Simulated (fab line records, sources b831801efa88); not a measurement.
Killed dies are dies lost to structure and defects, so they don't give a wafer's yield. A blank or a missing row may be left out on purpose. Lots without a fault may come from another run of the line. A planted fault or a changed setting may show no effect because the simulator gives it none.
fab line records | flow sky130
record lots=7 wafers=21 last_day=48
route steps=708 shown RES_XHIGH@339 SD_N@342 SD_P@359
lots that met no fault: from a run of the same line without faults
start_h: hours from the record's first day to the start of the lot's first wafer shown | wait_h: hours since the lot's step before | " the same as in the row above | L1.1+2: a row that stands for several wafers | - no value, or no start given | * or withheld: withheld | < > ~ a bound
route shown NAME@n: a module of which the file shows steps, and the number in the route of the first | usual: mean/standard deviation of fault-free wafers | same: alike in all rows | chamber/n: place in a boat | sites: the reading at each site | _std_site: their standard deviation | _edge_site: outer sites' mean less inner sites' | radius_mm: how far each site lies from the wafer's centre | mask NAME#n: copy n | behind: the tool/chamber that last shaped the wafer | hold: why the lot was held/for how many hours/how that ended | device: the transistor (n, p or np) that didn't switch | end of line: the same wafers' tests at the end of the route | a step without rows: its recipe alone | killed: dies lost to structure and defects at the first sort, not the wafer's yield | map: a wafer's dies, x killed, . not, _ none there
set.NAME: the setting as run; set.NAME@STEP: as run at that earlier step | model.NAME: the simulator's own value behind a step, which no gauge read
lots at some steps of the route; a table a step, a row a wafer
services: from which hour (start_h, from the record's first day; less than 0 if before it) a tool's chamber was out of use, for how many hours, and why
## steps
# step SKY_RES_XHIGH_IMPLANT_07
# recipe species=BF2 energy_kev=20 dose_cm2=3.6e+14 tilt_deg=0
# step SKY_RES_XHIGH_STRIP_08
# recipe chemistry=O2/N2 power_w=1400 pressure_mtorr=1500 platen_temp_c=withheld o2_flow_sccm=3000 n2_flow_sccm=300 overash_fraction=0.5
# usual drypump_motor_current_A=5.78/0.26 oes_product_au=0.710/0.0043 strip_time_to_endpoint_s=14.27/0.037
# columns lot.wafer tool chamber start_h wait_h drypump_motor_current_A oes_product_au rf_hours_counter_h strip_time_to_endpoint_s
L847.1 plasma_asher-04 0 626.63 0.1 5.60 0.714 51 14.24
L847.2 " 1 " " 6.08 0.705 51 14.23
L847.3 " 1 " " 6.09 0.705 - 14.25
L849.2 plasma_asher-01 0 644.08 0.1 5.60 0.709 80 14.20
L849.5 " 0 " " 5.57 0.717 - 14.25
L849.6 " 1 " " 5.86 0.714 - 14.22
L851.4 plasma_asher-03 0 665.91 0.1 6.14 0.710 - 14.31
L851.5 " 0 " " 6.12 0.715 - 14.29
L851.6 " 1 " " 5.42 0.712 - 14.34
L852.2 plasma_asher-04 1 669.38 0.1 6.11 0.711 54 14.23
L852.3 " 0 " " 5.57 0.697 - 14.31
L852.5 " 0 " " 5.57 0.711 - 14.27
L856.1 plasma_asher-04 1 699.40 0.1 6.11 0.708 57 14.18
L856.3 " 0 " " 5.57 0.717 - 14.15
L856.6 " 0 " " 5.56 0.707 - 14.18
L855.2 plasma_asher-03 1 701.55 0.1 5.43 0.707 27 14.26
L855.3 " 1 " " 5.43 0.704 - 14.23
L855.5 " 0 " " 6.13 0.705 - 14.25
L857.2 plasma_asher-04 0 704.48 0.1 5.56 0.710 58 14.25
L857.3 " 1 " " 6.09 0.714 - 14.29
L857.6 " 1 " " 6.07 0.710 - 14.27
# step SKY_RES_XHIGH_TW_MEAS_09
# usual RES_XHIGH_TW=1648/15
# columns lot.wafer tool chamber start_h wait_h RES_XHIGH_TW
L847.1 film_metro-04 - 626.73 0.1 1638
L847.2 " - " " 1643
L847.3 " - " " 1635
L849.2 film_metro-03 - 644.19 0.1 1658
L849.5 " - " " 1655
L849.6 " - " " 1671
L851.4 film_metro-03 - 666.01 0.1 1661
L851.5 " - " " 1660
L851.6 " - " " 1663
L852.2 film_metro-04 - 669.49 0.1 1640
L852.3 " - " " 1641
L852.5 " - " " 1647
L856.1 film_metro-02 - 699.50 0.1 1648
L856.3 " - " " 1647
L856.6 " - " " 1651
L855.2 film_metro-04 - 701.66 0.1 1653
L855.3 " - " " 1636
L855.5 " - " " 1645
L857.2 film_metro-04 - 704.59 0.1 1643
L857.3 " - " " 1642
L857.6 " - " " 1641
# step SKY_SD_N_DEHYDRATE_00
# recipe temp_c=200 time_s=60
# step SKY_SD_N_HMDS_01
# recipe prime_time_s=60 prime_temp_c=120
# step SKY_SD_N_COAT_02
# recipe resist=NOVOLAK spin_rpm=3000 resist_thk_nm=1140
# step SKY_SD_N_SOFTBAKE_03
# recipe temp_c=90 time_s=60 resist=NOVOLAK
# step SKY_SD_N_EXPOSE_04
# recipe mask_id=NSDM na=0.6 source_shape=conventional sigma_outer=0.6 polarization=unpolarized target_cd_nm=380 dose_mj=141
# step SKY_SD_N_PEB_05
# recipe temp_c=withheld time_s=* resist=NOVOLAK
# step SKY_SD_N_DEVELOP_06
# recipe resist=NOVOLAK developer=TMAH develop_time_s=60 dev_temp_c=23
# step SKY_SD_N_CD_MEAS_07
# recipe target_cd_nm=380
# usual cd_nm=379.1/2.2
# columns lot.wafer tool chamber start_h wait_h cd_nm
L847.1 cd_sem-02 - 656.08 0.1 374.9
L847.2 " - " " 375.9
L847.3 " - " " 374.5
L849.2 cd_sem-02 - 672.86 0.1 380.9
L849.5 " - " " 381.2
L849.6 " - " " 377.6
L851.4 cd_sem-01 - 694.09 0.1 379.4
L851.5 " - " " 379.0
L851.6 " - " " 378.9
L852.2 cd_sem-02 - 698.10 0.1 378.3
L852.3 " - " " 381.5
L852.5 " - " " 381.7
L856.1 cd_sem-01 - 727.39 0.1 379.4
L856.3 " - " " 380.8
L856.6 " - " " 379.3
L855.2 cd_sem-02 - 728.96 0.1 375.5
L855.3 " - " " 376.8
L855.5 " - " " 378.3
L857.2 cd_sem-02 - 731.61 0.1 376.2
L857.3 " - " " 377.9
L857.6 " - " " 378.0
# step SKY_SD_N_OVL_MEAS_08
# usual SD_N_OVL=0.3/1.4
# columns lot.wafer tool chamber start_h wait_h SD_N_OVL[nm]
L847.1 overlay-01 - 656.20 0.1 -0.5
L847.2 " - " " 0.9
L847.3 " - " " 0.6
L849.2 overlay-01 - 672.97 0.1 -0.2
L849.5 " - " " -0.6
L849.6 " - " " 0.2
L851.4 overlay-02 - 694.17 0.1 0.7
L851.5 " - " " 0.1
L851.6 " - " " -0.1
L852.2 overlay-01 - 698.21 0.1 2.2
L852.3 " - " " 2.0
L852.5 " - " " 0.6
L856.1 overlay-02 - 727.51 0.1 2.3
L856.3 " - " " -0.3
L856.6 " - " " 0.3
L855.2 overlay-02 - 729.07 0.1 -0.1
L855.3 " - " " -1.2
L855.5 " - " " 0.5
L857.2 overlay-01 - 731.72 0.1 1.3
L857.3 " - " " 1.6
L857.6 " - " " 2.6
# step SKY_SD_N_IMPLANT_09
# recipe species=As energy_kev=50 dose_cm2=4e+15 tilt_deg=0
# usual implant_ion_amu=75/0
# columns lot.wafer tool chamber start_h wait_h implant_ion_amu model.implant.rp_nm model.implant.drp_nm
L847.1 implanter-04 0 656.24 0.0 75 32.53 14.11
L847.2 " 0 " " 75 32.53 14.11
L847.3 " 0 " " 75 32.53 14.11
L849.2 implanter-02 0 673.02 0.0 75 32.67 14.11
L849.5 " 0 " " 75 32.67 14.11
L849.6 " 0 " " 75 32.67 14.11
L851.4 implanter-02 0 694.26 0.1 75 32.47 14.11
L851.5 " 0 " " 75 32.47 14.11
L851.6 " 0 " " 75 32.47 14.11
L852.2 implanter-02 0 698.26 0.0 75 32.49 14.11
L852.3 " 0 " " 75 32.49 14.11
L852.5 " 0 " " 75 32.49 14.11
L856.1 implanter-04 0 727.55 0.0 49 36.06 18.55
L856.3 " 0 " " 49 36.06 18.55
L856.6 " 0 " " 49 36.06 18.55
L855.2 implanter-04 0 729.12 0.0 49 37.55 18.55
L855.3 " 0 " " 49 37.55 18.55
L855.5 " 0 " " 49 37.55 18.55
L857.2 implanter-04 0 731.77 0.0 49 37.87 18.55
L857.3 " 0 " " 49 37.87 18.55
L857.6 " 0 " " 49 37.87 18.55
# step SKY_SD_N_IMPLANT_10
# recipe species=P energy_kev=20 dose_cm2=1e+14 tilt_deg=0
# step SKY_SD_N_STRIP_11
# recipe chemistry=O2/N2 power_w=1400 pressure_mtorr=1500 platen_temp_c=withheld o2_flow_sccm=3000 n2_flow_sccm=300 overash_fraction=0.5
# usual drypump_motor_current_A=5.9/0.3 oes_product_au=0.527/0.0047 strip_time_to_endpoint_s=22.56/0.042
# columns lot.wafer tool chamber start_h wait_h drypump_motor_current_A oes_product_au rf_hours_counter_h strip_time_to_endpoint_s
L847.1 plasma_asher-02 1 656.54 0.1 6.2 0.517 99 22.52
L847.2 " 0 " " 5.8 0.526 99 22.51
L847.3 " 1 " " 6.3 0.522 - 22.52
L849.2 plasma_asher-03 0 673.30 0.1 6.1 0.525 24 22.59
L849.5 " 0 " " 6.1 0.534 - 22.64
L849.6 " 1 " " 5.4 0.529 - 22.60
L851.4 plasma_asher-03 1 694.52 0.1 5.4 0.533 - 22.58
L851.5 " 1 " " 5.4 0.527 - 22.61
L851.6 " 0 " " 6.1 0.514 - 22.59
L852.2 plasma_asher-02 1 698.54 0.1 6.3 0.529 103 22.56
L852.3 " 1 " " 6.3 0.531 - 22.57
L852.5 " 0 " " 5.8 0.526 - 22.55
L856.1 plasma_asher-03 0 727.85 0.1 6.1 0.519 29 23.23
L856.3 " 1 " " 5.4 0.513 - 23.24
L856.6 " 1 " " 5.4 0.525 - 23.19
L855.2 plasma_asher-02 1 729.40 0.1 6.3 0.517 107 23.33
L855.3 " 0 " " 5.9 0.518 - 23.33
L855.5 " 1 " " 6.3 0.514 - 23.34
L857.2 plasma_asher-03 0 732.05 0.1 6.1 0.524 30 23.33
L857.3 " 0 " " 6.1 0.517 - 23.33
L857.6 " 0 " " 6.1 0.521 - 23.32
# step SKY_SD_N_TW_MEAS_12
# usual SD_N_TW=4014/39
# columns lot.wafer tool chamber start_h wait_h SD_N_TW
L847.1 film_metro-04 - 656.64 0.1 4003
L847.2 " - " " 4000
L847.3 " - " " 3965
L849.2 film_metro-02 - 673.41 0.1 4031
L849.5 " - " " 4015
L849.6 " - " " 4016
L851.4 film_metro-02 - 694.62 0.1 4006
L851.5 " - " " 4018
L851.6 " - " " 4039
L852.2 film_metro-02 - 698.65 0.1 4023
L852.3 " - " " 4046
L852.5 " - " " 4037
L856.1 film_metro-03 - 727.95 0.1 3726
L856.3 " - " " 3719
L856.6 " - " " 3747
L855.2 film_metro-03 - 729.51 0.1 3742
L855.3 " - " " 3736
L855.5 " - " " 3756
L857.2 film_metro-03 - 732.16 0.1 3757
L857.3 " - " " 3734
L857.6 " - " " 3757
# step SKY_SD_N_CLEAN_13
# recipe chemistry=SC1/SC2 mix=1:4:20 temp_c=70 time_s=150 dry=n2_spin
# step SKY_SD_N_RTA_14
# recipe temp_c=1075 time_s=2 idle_temp_c=650 ramp_up_c_per_s=150 ramp_down_c_per_s=90 ambient=N2
# usual lamp_power_pct=15.73/0.054 wafer_temp_C_max=1078.1/1.2
# columns lot.wafer tool chamber start_h wait_h lamp_power_pct wafer_temp_C_max
L847.1 rtp_anneal-01 0 656.75 0.0 15.80 1077.9
L847.2 " 0 " " 15.73 1079.3
L847.3 " 0 " " 15.73 1076.9
L849.2 rtp_anneal-02 0 673.52 0.0 15.69 1078.0
L849.5 " 0 " " 15.79 1077.4
L849.6 " 0 " " 15.77 1078.9
L851.4 rtp_anneal-01 0 694.72 0.0 15.69 1079.4
L851.5 " 0 " " 15.72 1077.8
L851.6 " 0 " " 15.73 1080.4
L852.2 rtp_anneal-02 0 698.75 0.0 15.73 1075.9
L852.3 " 0 " " 15.75 1079.7
L852.5 " 0 " " 15.70 1080.2
L856.1 rtp_anneal-01 0 728.12 0.0 15.69 1078.7
L856.3 " 0 " " 15.77 1080.9
L856.6 " 0 " " 15.80 1080.2
L855.2 rtp_anneal-02 0 729.62 0.0 15.80 1078.2
L855.3 " 0 " " 15.74 1077.2
L855.5 " 0 " " 15.60 1075.8
L857.2 rtp_anneal-01 0 732.27 0.0 15.78 1077.4
L857.3 " 0 " " 15.67 1079.1
L857.6 " 0 " " 15.78 1079.3
# step SKY_SD_N_RS_MEAS_16
# recipe thk_meas_gauge=four-point-probe
# usual SD_N_RS=68.52/0.17
# columns lot.wafer tool chamber start_h wait_h SD_N_RS[ohm/sq]
L847.1 film_metro-04 - 656.92 0.1 68.36
L847.2 " - " " 68.36
L847.3 " - " " 68.22
L849.2 film_metro-04 - 673.70 0.1 68.50
L849.5 " - " " 68.29
L849.6 " - " " 68.47
L851.4 film_metro-03 - 694.93 0.1 68.53
L851.5 " - " " 68.52
L851.6 " - " " 68.47
L852.2 film_metro-02 - 698.94 0.1 68.60
L852.3 " - " " 68.57
L852.5 " - " " 68.62
L856.1 film_metro-02 - 728.29 0.1 -
L856.3 " - " " -
L856.6 " - " " -
L855.2 film_metro-04 - 729.80 0.1 -
L855.3 " - " " -
L855.5 " - " " -
L857.2 film_metro-04 - 732.45 0.1 -
L857.3 " - " " -
L857.6 " - " " -
# step SKY_SD_N_RS_MEAS_17
# recipe thk_meas_gauge=four-point-probe
# usual SD_P_RS=147.0/0.46
# columns lot.wafer tool chamber start_h wait_h SD_P_RS[ohm/sq]
L847.1 film_metro-04 - 657.04 0.1 146.4
L847.2 " - " " 146.1
L847.3 " - " " 146.1
L849.2 film_metro-04 - 673.82 0.1 146.8
L849.5 " - " " 146.7
L849.6 " - " " 147.1
L851.4 film_metro-03 - 695.05 0.1 146.6
L851.5 " - " " 147.1
L851.6 " - " " 147.0
L852.2 film_metro-02 - 699.06 0.1 146.9
L852.3 " - " " 146.9
L852.5 " - " " 147.1
L856.1 film_metro-02 - 728.41 0.1 147.1
L856.3 " - " " 146.7
L856.6 " - " " 146.6
L855.2 film_metro-04 - 729.92 0.1 146.7
L855.3 " - " " 146.4
L855.5 " - " " 146.4
L857.2 film_metro-04 - 732.57 0.1 146.9
L857.3 " - " " 146.8
L857.6 " - " " 146.7
## services
# columns tool chamber start_h hours kind
plasma_asher-01 - 614.51 1.1 repair
plasma_asher-04 - 651.72 14.6 pm
plasma_asher-01 - 679.84 7.2 repair
implanter-02 - 692.66 0.6 repair
implanter-02 - 703.57 5.1 repair
implanter-04 - 719.30 4.2 pm
plasma_asher-04 - 727.28 3.2 repair
plasma_asher-02 - 730.24 5.4 repair
## key
first_sign step=SKY_SD_N_IMPLANT_09 reading=implant_ion_amu direction=down sigmas=99+ usual=75 struck=49
effect step=SKY_SD_N_STRIP_11 reading=strip_time_to_endpoint_s direction=up sigmas=17 usual=* struck=*
effect step=SKY_SD_N_TW_MEAS_12 reading=SD_N_TW direction=down sigmas=7.1 usual=4014 struck=3742
effect step=SKY_SD_N_RS_MEAS_16 reading=SD_N_RS direction=missing
model_effect step=SKY_SD_N_IMPLANT_09 value=implant.rp_nm without=32.06 struck=37.16
met_at SKY_SD_N_IMPLANT_09
struck_wafers L855.2,L855.3,L855.5,L856.1,L856.3,L856.6,L857.2,L857.3,L857.6
sort_left_out L855.2,L855.3,L855.5,L856.1,L856.3,L856.6,L857.2,L857.3,L857.6
tester_left_out L855,L856,L857
onset_between 698.26 727.55
fault kind=wrong_recipe_download tool=implanter-01,implanter-02,implanter-04 chamber=- onset_h=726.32 steps=SKY_SD_N_IMPLANT_09 wrong_recipe.not_listed=1
# tester_left_out: of these lots the tester's yield and bins aren't shown, on N5 and GAA mostly nor the transistor test; their killed dies are dies lost to structure and defects alone, not to doping, threshold or leakage, so they don't give the yield
# sort_left_out: the simulated sort isn't trusted on such a fault, so these wafers' sort isn't shown, and their yield isn't known
